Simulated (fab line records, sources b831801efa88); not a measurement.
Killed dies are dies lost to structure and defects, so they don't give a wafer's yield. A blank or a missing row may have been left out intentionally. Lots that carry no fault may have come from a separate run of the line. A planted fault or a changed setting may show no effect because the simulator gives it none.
8D (eight disciplines) problem report, filled in by code || flow sky130 || the parts of the form that need people (team, actions taken, sign-off) are left out

1. WHAT WENT WRONG
Across 6 wafers from 2 lots, LDD_LDN_TW at SKY_LDD_LDN_TW_MEAS_13 averages 1426, while fault-free wafers read 1490 with a standard deviation of 14. That is -4.6 standard deviations from the usual mean.
The first sign was on wafer L906.2 at day 27 23:18, on film-metro-02. Wafers with a number at this step in the record: 36, from 12 lots. By rule, "out" or "out of limits" means more than 4 standard deviations away from the usual mean. All remaining wafers that have a number are taken as sound.

2. WHAT IT IS AND WHAT IT IS NOT
{"question": "which readings at this step", "is": "LDD_LDN_TW", "is not": "-"}
{"question": "which lots", "is": "L906, L909", "is not": "L893, L894, L896, L897, L902, L903, L905, L914, L915, L916"}
{"question": "which wafers of those lots", "is": "all that have a number", "is not": "-"}
{"question": "read on which gauges", "is": "film-metro-02", "is not": "film-metro-01, film-metro-04"}
{"question": "when", "is": "from day 27 23:18", "is not": "up to then (21 sound wafers); but 9 sound wafers of L914, L915, L916 came after"}

3. WHAT RULES OUT EACH SUSPECT
Counting: a tool at any process step up to the reading remains a suspect when it ran all the lots that are out and ran no sound lot after the first of those.
- the gauge at SKY_LDD_LDN_TW_MEAS_13 has been ruled out. All the wafers that are out were read on film-metro-02, but those of them that SKY_LDD_LDN_IMPLANT_11 has rows for are out there too, on other tools.
- implanter-03 at SKY_LDD_LDN_IMPLANT_11: ruled out as a lasting fault. Sound lots L916 ran on it after its first lot that is out, L906 (day 27 23:04).
Left after counting: nothing in the record.

4. THE CAUSE (what the simulator had put in)
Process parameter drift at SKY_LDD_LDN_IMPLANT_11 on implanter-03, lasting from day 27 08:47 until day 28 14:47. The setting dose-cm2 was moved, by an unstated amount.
It was ruled out by counting, in error; the rule expects a fault to strike all lots run on its tool from its start on, and this fault did not.

5. THE EFFECT CHAIN, in route order
One row per reading whose mean, taken over the struck wafers that have a number, lies over 3 standard deviations from the usual. Readings are gone through only where the record gives a usual standard deviation; hours: the median, over the lots, of the time from a lot's start at the first step in this table giving one to that lot's start at this step; sigmas: the change measured in usual standard deviations.
{"hours": 0, "step": "SKY_LDD_LDN_IMPLANT_11", "reading": "dose-ions-cm2", "usual": 1.2498e+13, "on struck wafers": 7.6912e+12, "change": -4.8068e+12, "sigmas": "-99 or more"}
{"hours": 0, "step": "SKY_LDD_LDN_IMPLANT_11", "reading": "faraday-current-uA", "usual": 70.4, "on struck wafers": 43.3, "change": -27.1, "sigmas": -19}
{"hours": 0, "step": "SKY_LDD_LDN_TW_MEAS_13", "reading": "LDD_LDN_TW", "usual": 1490, "on struck wafers": 1426, "change": -64, "sigmas": -4.6}
Process steps it contains:
- SKY_LDD_LDN_IMPLANT_11
Later steps that measure or inspect, where all struck wafers having a row at the step show a number for every such reading and not one has moved that far: SKY_POLY_CUT_CD_MEAS_08.

6. WHAT WOULD HAVE CAUGHT IT SOONER
15 hours passed between the start of the fault at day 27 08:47 and the first reading out of limits at a measuring or inspecting step in this record, taken at day 27 23:18.
The tool's own readings at SKY_LDD_LDN_IMPLANT_11 were out on every struck wafer that the step has a row for (dose-ions-cm2, faraday-current-uA): an alarm limit on them would have fired on the first of those.
